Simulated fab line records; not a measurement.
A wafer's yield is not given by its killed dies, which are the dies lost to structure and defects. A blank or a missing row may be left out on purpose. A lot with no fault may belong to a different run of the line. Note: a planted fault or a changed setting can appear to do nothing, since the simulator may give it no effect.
fab line records	flow gf180mcu	part 1 of 2: steps 1 to 42 of 43
record lots=6	wafers=18	last_day=34
route steps=602 shown VT_IMPLANT@131 MVSD@136 NWELL@137 LVPWELL@138 MVPSD@139 DUAL_GATE@141 POLY_GATE@157 PASSIVATION@602
lots with no fault: from the same line, run without faults
start_h: start of the lot's first displayed wafer, in hours after the record's first day	wait_h: hours from the lot's prior step to this one	" identical to the entry in the row above	L1.1+2: several wafers, shown together as one row	- value missing, or start not given	* or withheld: withheld	< > ~ a bound
route shown NAME@n: NAME is a module with steps in the file, n the number in the route of the first one	usual: mean and standard deviation over wafers with no fault	same: alike in all rows	chamber/n: place in a boat	sites: each site's reading	_std_site: their standard deviation	_edge_site: outer sites' mean less inner sites'	radius_mm: for every site, how far away it sits from the centre of the wafer	mask NAME#n: copy n	behind: the most recent tool/chamber to have shaped the wafer	hold: the reason the lot was held/the length of the hold in hours/how it ended	device: the transistor (n, p or np) that didn't switch	end of line: at the end of the route, the tests of the same wafers	a step without rows: its recipe alone	killed: dies lost to structure and defects at the first sort, not the wafer's yield	map: dies across one wafer; x = killed, . = not, _ = none there
set.NAME: the setting as run; set.NAME@STEP: as run at that earlier step	model.NAME: the simulator's own value behind a step, which no gauge read
lots seen at some steps along the route; tables by step, rows by wafer
services: when a tool's chamber went out of use (start_h, in hours from the record's first day, below 0 if earlier), for how many hours, and the reason
## steps
# step GF_VT_IMPLANT_IMPLANT_41
# recipe species=As	energy_kev=70	dose_cm2=1.013e+12	tilt_deg=7
# step GF_VT_IMPLANT_STRIP_42
# recipe chemistry=O2/N2	power_w=1400	pressure_mtorr=1500	platen_temp_c=250	o2_flow_sccm=3000	n2_flow_sccm=300	overash_fraction=0.5
# usual drypump_motor_current_A=5.5/0.37	heater_power_w=336/30	oes_product_au=0.716/0.0048	strip_time_to_endpoint_s=12.62/0.042
lot.wafer	tool	chamber	start_h	wait_h	drypump_motor_current_A	heater_power_w	oes_product_au	rf_hours_counter_h	strip_time_to_endpoint_s
L736.1	plasma_asher-04	1	178.24	0.1	5.8	294	0.705	39	12.62
L736.3	"	1	"	"	5.8	294	0.722	-	12.62
L736.4	"	0	"	"	5.2	369	0.706	-	12.59
L739.1	plasma_asher-02	1	197.85	0.1	5.6	349	0.732	8	12.62
L739.2	"	0	"	"	6.1	354	0.716	8	12.59
L739.6	"	0	"	"	6.1	343	0.714	-	12.62
L744.1	plasma_asher-04	0	232.50	0.1	5.2	375	0.718	45	12.56
L744.4	"	0	"	"	5.2	378	0.709	-	12.60
L744.5	"	0	"	"	5.2	367	0.719	-	12.56
L745.1	plasma_asher-02	1	237.80	0.1	5.6	338	0.718	12	12.66
L745.3	"	1	"	"	5.6	339	0.714	-	12.63
L745.6	"	1	"	"	5.6	351	0.715	-	12.63
L751.1	plasma_asher-03	0	275.89	0.1	4.9	337	0.715	61	12.63
L751.3	"	1	"	"	5.4	321	0.716	-	12.64
L751.4	"	0	"	"	4.9	340	0.717	-	12.57
L754.2	plasma_asher-02	0	299.29	0.1	6.1	341	0.712	19	12.65
L754.3	"	1	"	"	5.6	349	0.713	-	12.63
L754.4	"	0	"	"	6.1	337	0.714	-	12.64
# step GF_VT_IMPLANT_TW_MEAS_43
# usual VT_IMPLANT_4_TW=688/4.2
lot.wafer	tool	chamber	start_h	wait_h	VT_IMPLANT_4_TW
L736.1	film_metro-01	-	178.34	0.1	687
L736.3	"	-	"	"	688
L736.4	"	-	"	"	686
L739.1	film_metro-03	-	197.95	0.1	691
L739.2	"	-	"	"	689
L739.6	"	-	"	"	691
L744.1	film_metro-03	-	232.60	0.1	683
L744.4	"	-	"	"	680
L744.5	"	-	"	"	687
L745.1	film_metro-03	-	237.90	0.1	688
L745.3	"	-	"	"	684
L745.6	"	-	"	"	688
L751.1	film_metro-01	-	275.99	0.1	682
L751.3	"	-	"	"	684
L751.4	"	-	"	"	684
L754.2	film_metro-02	-	299.40	0.1	697
L754.3	"	-	"	"	695
L754.4	"	-	"	"	691
# step GF_VT_IMPLANT_CLEAN_44
# recipe chemistry=SC1/SC2	mix=1:4:20	temp_c=70	time_s=150	dry=n2_spin
# step GF_VT_IMPLANT_RTA_45
# recipe temp_c=1050	time_s=30	ambient=N2
# step GF_VT_IMPLANT_RS_MEAS_46
# recipe thk_meas_gauge=four-point-probe
# usual MVSD_RS=455.9/1.1
lot.wafer	tool	chamber	start_h	wait_h	MVSD_RS[ohm/sq]
L736.1	film_metro-02	-	178.55	0.1	455.7
L736.3	"	-	"	"	457.6
L736.4	"	-	"	"	456.7
L739.1	film_metro-04	-	198.22	0.1	454.2
L739.2	"	-	"	"	454.8
L739.6	"	-	"	"	454.1
L744.1	film_metro-04	-	232.81	0.1	455.9
L744.4	"	-	"	"	456.0
L744.5	"	-	"	"	455.3
L745.1	film_metro-03	-	238.11	0.1	455.2
L745.3	"	-	"	"	454.6
L745.6	"	-	"	"	456.0
L751.1	film_metro-03	-	276.20	0.1	455.0
L751.3	"	-	"	"	453.7
L751.4	"	-	"	"	455.0
L754.2	film_metro-02	-	299.63	0.1	459.1
L754.3	"	-	"	"	458.5
L754.4	"	-	"	"	457.5
# step GF_VT_IMPLANT_RS_MEAS_47
# recipe thk_meas_gauge=four-point-probe
# usual NWELL_RS=487.6/1.2
lot.wafer	tool	chamber	start_h	wait_h	NWELL_RS[ohm/sq]
L736.1	film_metro-02	-	178.67	0.1	488.3
L736.3	"	-	"	"	488.2
L736.4	"	-	"	"	487.7
L739.1	film_metro-04	-	198.34	0.1	485.4
L739.2	"	-	"	"	486.8
L739.6	"	-	"	"	486.3
L744.1	film_metro-04	-	232.93	0.1	486.9
L744.4	"	-	"	"	488.1
L744.5	"	-	"	"	487.6
L745.1	film_metro-03	-	238.23	0.1	489.5
L745.3	"	-	"	"	488.9
L745.6	"	-	"	"	487.6
L751.1	film_metro-03	-	276.32	0.1	487.5
L751.3	"	-	"	"	487.7
L751.4	"	-	"	"	489.6
L754.2	film_metro-02	-	299.75	0.1	487.2
L754.3	"	-	"	"	485.7
L754.4	"	-	"	"	486.0
# step GF_VT_IMPLANT_RS_MEAS_48
# recipe thk_meas_gauge=four-point-probe
# usual LVPWELL_RS=1195.3/2.8
lot.wafer	tool	chamber	start_h	wait_h	LVPWELL_RS[ohm/sq]
L736.1	film_metro-02	-	178.79	0.1	1196.2
L736.3	"	-	"	"	1197.9
L736.4	"	-	"	"	1197.8
L739.1	film_metro-04	-	198.46	0.1	1193.7
L739.2	"	-	"	"	1194.5
L739.6	"	-	"	"	1194.1
L744.1	film_metro-04	-	233.05	0.1	1196.4
L744.4	"	-	"	"	1195.3
L744.5	"	-	"	"	1196.2
L745.1	film_metro-03	-	238.35	0.1	1202.0
L745.3	"	-	"	"	1196.4
L745.6	"	-	"	"	1199.4
L751.1	film_metro-03	-	276.44	0.1	1198.5
L751.3	"	-	"	"	1197.3
L751.4	"	-	"	"	1195.9
L754.2	film_metro-02	-	299.87	0.1	1195.4
L754.3	"	-	"	"	1191.8
L754.4	"	-	"	"	1197.6
# step GF_VT_IMPLANT_RS_MEAS_49
# recipe thk_meas_gauge=four-point-probe
# usual MVPSD_RS=1166.8/2.9
lot.wafer	tool	chamber	start_h	wait_h	MVPSD_RS[ohm/sq]
L736.1	film_metro-02	-	178.91	0.1	1166.9
L736.3	"	-	"	"	1167.2
L736.4	"	-	"	"	1165.8
L739.1	film_metro-04	-	198.58	0.1	1171.7
L739.2	"	-	"	"	1172.4
L739.6	"	-	"	"	1172.4
L744.1	film_metro-04	-	233.17	0.1	1165.8
L744.4	"	-	"	"	1161.9
L744.5	"	-	"	"	1165.5
L745.1	film_metro-03	-	238.47	0.1	1168.0
L745.3	"	-	"	"	1164.4
L745.6	"	-	"	"	1165.9
L751.1	film_metro-03	-	276.56	0.1	1172.7
L751.3	"	-	"	"	1166.5
L751.4	"	-	"	"	1167.8
L754.2	film_metro-02	-	299.99	0.1	1167.2
L754.3	"	-	"	"	1169.6
L754.4	"	-	"	"	1166.8
# step GF_VT_IMPLANT_WET_ETCH_50
# recipe chemistry=dHF	target_depth_nm=20	target=SiO2	temp_c=25	dilution=100:1	time_s=400
# step GF_DUAL_GATE_CLEAN_00
# recipe chemistry=SC1/SC2	mix=1:4:20	temp_c=70	time_s=150
# step GF_DUAL_GATE_CLEAN_01
# recipe chemistry=dHF	time_s=20	dilution=100:1	dry=ipa_marangoni
# step GF_DUAL_GATE_OXIDATION_02
# recipe temp_c=900	ambient=O2	stabilise_s=600	purge_s=300	target_thk_a=108.87	ox_time_s=1602
lot.wafer	tool	chamber	start_h	wait_h
L736.1+3+4	furnace-01	0	179.22	0.0
L739.1+2+6	furnace-01	0	200.06	1.2
L744.1+4+5	furnace-01	0	234.62	1.1
L745.1+3+6	furnace-01	0	242.78	4.0
L751.1+3+4	furnace-02	0	279.38	2.5
L754.2+3+4	furnace-02	0	300.29	0.0
# step GF_DUAL_GATE_THK_MEAS_03
# recipe reads=SiO2_of_DUAL_GATE_OXIDATION_02
# usual DUAL_GATE_OXIDATION_00_THK=10.93/0.22
lot.wafer	tool	chamber	start_h	wait_h	DUAL_GATE_OXIDATION_00_THK[nm]
L736.1	film_metro-04	-	180.66	0.0	11.23
L736.3	"	-	"	"	11.26
L736.4	"	-	"	"	11.21
L739.1	film_metro-04	-	201.51	0.0	10.70
L739.2	"	-	"	"	10.75
L739.6	"	-	"	"	10.89
L744.1	film_metro-01	-	236.06	0.0	10.58
L744.4	"	-	"	"	10.69
L744.5	"	-	"	"	10.58
L745.1	film_metro-02	-	244.23	0.0	11.12
L745.3	"	-	"	"	11.10
L745.6	"	-	"	"	11.05
L751.1	film_metro-04	-	280.83	0.0	10.67
L751.3	"	-	"	"	10.76
L751.4	"	-	"	"	10.68
L754.2	film_metro-04	-	301.74	0.0	11.03
L754.3	"	-	"	"	11.05
L754.4	"	-	"	"	10.95
# step GF_DUAL_GATE_DEHYDRATE_04
# recipe temp_c=200	time_s=60
# step GF_DUAL_GATE_HMDS_05
# recipe prime_time_s=60	prime_temp_c=120
# step GF_DUAL_GATE_COAT_06
# recipe resist=NOVOLAK	spin_rpm=3000	resist_thk_nm=1000
# step GF_DUAL_GATE_SOFTBAKE_07
# recipe temp_c=90	time_s=60	resist=NOVOLAK
# step GF_DUAL_GATE_EXPOSE_08
# recipe mask_id=Dualgate	target_cd_nm=700	na=0.6	source_shape=conventional	sigma_outer=0.6	dose_mj=140
# step GF_DUAL_GATE_PEB_09
# recipe temp_c=withheld	time_s=*	resist=NOVOLAK
# step GF_DUAL_GATE_DEVELOP_10
# recipe develop_time_s=60	dev_temp_c=23
# step GF_DUAL_GATE_OVL_MEAS_11
# usual DUAL_GATE_OVL=-0.3/1.9
lot.wafer	tool	chamber	start_h	wait_h	DUAL_GATE_OVL[nm]
L736.1	overlay-02	-	197.95	0.1	-3.3
L736.3	"	-	"	"	-1.4
L736.4	"	-	"	"	-1.7
L739.1	overlay-02	-	218.87	0.1	-1.9
L739.2	"	-	"	"	-3.7
L739.6	"	-	"	"	-1.7
L744.1	overlay-02	-	253.46	0.1	-1.8
L744.4	"	-	"	"	-1.2
L744.5	"	-	"	"	-2.3
L745.1	overlay-01	-	262.17	0.1	-0.3
L745.3	"	-	"	"	0.2
L745.6	"	-	"	"	-0.6
L751.1	overlay-01	-	300.61	0.1	3.5
L751.3	"	-	"	"	2.8
L751.4	"	-	"	"	2.1
L754.2	overlay-02	-	322.17	0.1	-1.6
L754.3	"	-	"	"	-0.4
L754.4	"	-	"	"	1.2
# step GF_DUAL_GATE_WET_ETCH_12
# recipe chemistry=dHF	target_depth_nm=13	dry=n2_spin	target=SiO2	temp_c=25	dilution=100:1	time_s=260
# step GF_DUAL_GATE_STRIP_13
# recipe chemistry=O2/N2	power_w=1400	pressure_mtorr=1500	platen_temp_c=250	o2_flow_sccm=3000	n2_flow_sccm=300	overash_fraction=0.5
# usual drypump_motor_current_A=5.8/0.44	heater_power_w=301/33	oes_product_au=0.717/0.005	strip_time_to_endpoint_s=12.62/0.036
lot.wafer	tool	chamber	start_h	wait_h	drypump_motor_current_A	heater_power_w	oes_product_au	rf_hours_counter_h	strip_time_to_endpoint_s
L736.1	plasma_asher-01	1	198.07	0.0	6.2	272	0.718	54	12.71
L736.3	"	1	"	"	6.2	264	0.728	-	12.64
L736.4	"	0	"	"	6.0	281	0.718	-	12.64
L739.1	plasma_asher-03	1	218.98	0.0	5.4	319	0.709	55	12.62
L739.2	"	0	"	"	4.9	335	0.725	55	12.60
L739.6	"	1	"	"	5.4	323	0.712	-	12.61
L744.1	plasma_asher-03	0	253.57	0.0	4.9	343	0.714	59	12.58
L744.4	"	0	"	"	4.9	344	0.720	-	12.59
L744.5	"	0	"	"	4.9	353	0.717	-	12.57
L745.1	plasma_asher-01	1	262.28	0.0	6.1	273	0.725	61	12.58
L745.3	"	0	"	"	6.0	279	0.714	-	12.56
L745.6	"	0	"	"	6.0	281	0.713	-	12.58
L751.1	plasma_asher-02	1	300.73	0.0	5.6	344	0.719	19	12.59
L751.3	"	1	"	"	5.6	337	0.727	-	12.58
L751.4	"	0	"	"	6.1	347	0.717	-	12.65
L754.2	plasma_asher-01	0	322.36	0.0	6.0	277	0.707	67	12.61
L754.3	"	0	"	"	6.1	283	0.715	-	12.64
L754.4	"	1	"	"	6.2	267	0.716	-	12.63
# step GF_DUAL_GATE_CLEAN_14
# recipe chemistry=SC1/SC2	mix=1:4:20	temp_c=70	time_s=150	dry=n2_spin
# step GF_DUAL_GATE_OXIDATION_15
# recipe temp_c=850	ambient=O2	stabilise_s=600	purge_s=300	target_thk_a=70.98	ox_time_s=1995
# step GF_POLY_GATE_CVD_00
# recipe material=poly-Si	target_thk_nm=200	temp_c=620	time_s=1200	pressure_mtorr=200
# step GF_POLY_GATE_THK_MEAS_01
# recipe reads=poly-Si_of_POLY_GATE_CVD_00
# usual POLY_GATE_CVD_00_THK=199.0/2
lot.wafer	tool	chamber	start_h	wait_h	POLY_GATE_CVD_00_THK[nm]
L736.1	film_metro-03	-	202.20	0.0	202.6
L736.3	"	-	"	"	202.2
L736.4	"	-	"	"	203.8
L739.1	film_metro-03	-	222.69	0.0	197.4
L739.2	"	-	"	"	197.9
L739.6	"	-	"	"	199.5
L744.1	film_metro-03	-	257.86	0.0	196.8
L744.4	"	-	"	"	197.8
L744.5	"	-	"	"	198.2
L745.1	film_metro-01	-	265.39	0.0	202.1
L745.3	"	-	"	"	202.5
L745.6	"	-	"	"	202.2
L751.1	film_metro-04	-	304.62	0.0	199.2
L751.3	"	-	"	"	197.5
L751.4	"	-	"	"	200.1
L754.2	film_metro-01	-	325.41	0.0	197.6
L754.3	"	-	"	"	197.9
L754.4	"	-	"	"	198.2
# step GF_POLY_GATE_DEHYDRATE_02
# recipe temp_c=200	time_s=60
# step GF_POLY_GATE_HMDS_03
# recipe prime_time_s=60	prime_temp_c=120
# step GF_POLY_GATE_COAT_04
# recipe resist=BARC	temp_c=withheld	time_s=withheld	spin_rpm=withheld	resist_thk_nm=withheld
# step GF_POLY_GATE_COAT_05
# recipe resist=KrF	spin_rpm=withheld	resist_thk_nm=700
# step GF_POLY_GATE_SOFTBAKE_06
# recipe temp_c=130	time_s=60	resist=KrF
# step GF_POLY_GATE_EXPOSE_07
# recipe mask_id=Poly2	target_cd_nm=280	na=0.68	source_shape=conventional	sigma_outer=0.6	dose_mj=28
# step GF_POLY_GATE_PEB_08
# recipe peb_temp_c=135	peb_time_s=90	resist=KrF
# step GF_POLY_GATE_DEVELOP_09
# recipe develop_time_s=60	resist=KrF	dev_temp_c=21
# step GF_POLY_GATE_CD_MEAS_10
# recipe target_cd_nm=280
# usual cd_nm=279.7/1.2
lot.wafer	tool	chamber	start_h	wait_h	cd_nm
L736.1	cd_sem-02	-	219.52	0.1	277.8
L736.3	"	-	"	"	278.1
L736.4	"	-	"	"	277.2
L739.1	cd_sem-01	-	240.47	0.1	279.1
L739.2	"	-	"	"	279.4
L739.6	"	-	"	"	278.8
L744.1	cd_sem-02	-	277.16	0.1	281.1
L744.4	"	-	"	"	280.8
L744.5	"	-	"	"	280.7
L745.1	cd_sem-02	-	285.02	0.1	280.1
L745.3	"	-	"	"	281.0
L745.6	"	-	"	"	281.5
L751.1	cd_sem-01	-	324.96	0.1	282.7
L751.3	"	-	"	"	281.6
L751.4	"	-	"	"	282.3
L754.2	cd_sem-01	-	346.08	0.1	280.7
L754.3	"	-	"	"	280.7
L754.4	"	-	"	"	280.5
# step GF_POLY_GATE_OVL_MEAS_11
# usual POLY_GATE_OVL=3/5.5
lot.wafer	tool	chamber	start_h	wait_h	POLY_GATE_OVL[nm]
L736.1	overlay-02	-	219.64	0.1	1
L736.3	"	-	"	"	3
L736.4	"	-	"	"	-1
L739.1	overlay-02	-	240.59	0.1	4
L739.2	"	-	"	"	8
L739.6	"	-	"	"	9
L744.1	overlay-01	-	277.28	0.1	4
L744.4	"	-	"	"	-8
L744.5	"	-	"	"	-1
L745.1	overlay-01	-	285.14	0.1	1
L745.3	"	-	"	"	5
L745.6	"	-	"	"	11
L751.1	overlay-02	-	325.08	0.1	-4
L751.3	"	-	"	"	-5
L751.4	"	-	"	"	-4
L754.2	overlay-02	-	346.19	0.1	-2
L754.3	"	-	"	"	2
L754.4	"	-	"	"	-5
# step GF_POLY_GATE_ETCH_12
# recipe chemistry=N2/H2	target_depth_a=withheld	overetch_a=withheld	time_s=withheld	target=BARC	ion_energy_ev=200	source_w=500	bias_w=100	pressure_mtorr=30	n2_flow_sccm=100	h2_flow_sccm=200
# usual drypump_motor_current_A=5.6/0.37	oes_product_au=0.735/0.0049	rf_fwd_power_W=495.9/1.5	throttle_valve_pct=13.213/0.009
lot.wafer	tool	chamber	start_h	wait_h	drypump_motor_current_A	oes_product_au	rf_fwd_power_W	throttle_valve_pct
L736.1	rie_diel-02	3	219.67	0.0	4.8	0.735	494.8	13.216
L736.3	"	0	"	"	6.0	0.731	495.7	13.212
L736.4	"	2	"	"	5.3	0.742	497.9	13.209
L739.1	rie_diel-01	1	240.62	0.0	5.9	0.743	495.8	13.219
L739.2	"	2	"	"	5.5	0.747	495.2	13.215
L739.6	"	2	"	"	5.5	0.733	495.2	13.216
L744.1	rie_diel-01	0	277.31	0.0	5.5	0.736	495.9	13.215
L744.4	"	1	"	"	6.0	0.740	496.5	13.213
L744.5	"	2	"	"	5.5	0.733	498.0	13.208
L745.1	rie_diel-02	1	285.17	0.0	6.2	0.738	497.0	13.213
L745.3	"	3	"	"	4.8	0.738	496.6	13.220
L745.6	"	2	"	"	5.3	0.739	492.8	13.194
L751.1	rie_diel-01	3	325.12	0.0	6.0	0.735	497.0	13.205
L751.3	"	1	"	"	5.9	0.733	499.1	13.208
L751.4	"	2	"	"	5.5	0.736	494.5	13.208
L754.2	rie_diel-04	3	346.22	0.0	5.2	0.745	495.5	13.221
L754.3	"	0	"	"	5.3	0.733	494.0	13.206
L754.4	"	2	"	"	5.6	0.732	495.5	13.208
# step GF_POLY_GATE_ETCH_13
# recipe target=poly-Si	target_depth_nm=198.5	stop_on=SiO2	over_etch_frac=0.403	chemistry=HBr/Cl2	icp_w=400	bias_w=100	pressure_mtorr=10	HBr_flow_sccm=150	Cl2_flow_sccm=50	time_s=69.6
# usual drypump_motor_current_A=5.9/0.44	oes_product_au=0.990/0.0065	rf_fwd_power_W=397.0/1.5	throttle_valve_pct=33.684/0.0096
lot.wafer	tool	chamber	start_h	wait_h	drypump_motor_current_A	oes_product_au	rf_fwd_power_W	rf_hours_counter_h	throttle_valve_pct
L736.1	rie_si-02	1	219.72	-	5.8	0.985	396.4	60	33.681
L736.3	"	0	"	"	5.1	0.994	395.8	49	33.692
L736.4	"	3	"	"	5.9	0.987	395.2	6	33.691
L739.1	rie_si-01	2	240.67	-	5.8	0.985	400.4	4	33.686
L739.2	"	0	"	"	6.5	0.994	397.3	108	33.689
L739.6	"	3	"	"	5.9	0.990	396.9	-	33.687
L744.1	rie_si-01	2	277.36	-	5.8	0.979	397.4	4	33.692
L744.4	"	1	"	"	5.7	0.989	394.8	-	33.682
L744.5	"	3	"	"	5.9	0.996	397.9	-	33.675
L745.1	rie_si-01	3	285.22	-	5.8	1.001	394.9	11	33.688
L745.3	"	1	"	"	5.6	1.007	395.8	36	33.677
L745.6	"	2	"	"	5.8	0.991	397.0	-	33.686
L751.1	rie_si-01	1	325.17	-	5.7	0.990	398.0	37	33.693
L751.3	"	0	"	"	6.6	0.982	395.3	1	33.676
L751.4	"	2	"	"	5.8	0.997	398.5	5	33.670
L754.2	rie_si-02	1	346.27	-	5.8	0.984	395.7	61	33.683
L754.3	"	3	"	"	5.9	0.998	397.6	6	33.682
L754.4	"	2	"	"	6.6	0.980	397.8	2	33.687
# step GF_POLY_GATE_STRIP_14
# recipe chemistry=O2/N2	power_w=1400	pressure_mtorr=1500	platen_temp_c=250	o2_flow_sccm=3000	n2_flow_sccm=300	overash_fraction=0.5
# usual drypump_motor_current_A=5.8/0.33	heater_power_w=322/38	oes_product_au=0.504/0.0045
lot.wafer	tool	chamber	start_h	wait_h	drypump_motor_current_A	heater_power_w	oes_product_au	rf_hours_counter_h
L736.1	plasma_asher-01	0	219.78	0.0	6.0	286	0.502	56
L736.3	"	0	"	"	6.0	280	0.501	-
L736.4	"	1	"	"	6.2	276	0.502	-
L739.1	plasma_asher-02	0	240.73	0.0	6.1	362	0.510	12
L739.2	"	1	"	"	5.6	350	0.504	12
L739.6	"	1	"	"	5.6	346	0.496	-
L744.1	plasma_asher-02	1	277.42	0.0	5.6	349	0.506	16
L744.4	"	1	"	"	5.6	340	0.506	-
L744.5	"	1	"	"	5.6	350	0.501	-
L745.1	plasma_asher-04	0	285.28	0.0	5.2	372	0.498	50
L745.3	"	0	"	"	5.2	374	0.503	-
L745.6	"	1	"	"	5.8	287	0.503	-
L751.1	plasma_asher-04	0	325.23	0.0	5.2	384	0.502	55
L751.3	"	1	"	"	5.8	290	0.509	-
L751.4	"	0	"	"	5.3	377	0.507	-
L754.2	plasma_asher-01	1	346.33	0.0	6.2	268	0.503	69
L754.3	"	1	"	"	6.2	274	0.500	-
L754.4	"	0	"	"	6.0	285	0.509	-
# step GF_POLY_GATE_CLEAN_15
# recipe chemistry=SC1/SC2	mix=1:4:20	temp_c=70	time_s=150	dry=n2_spin
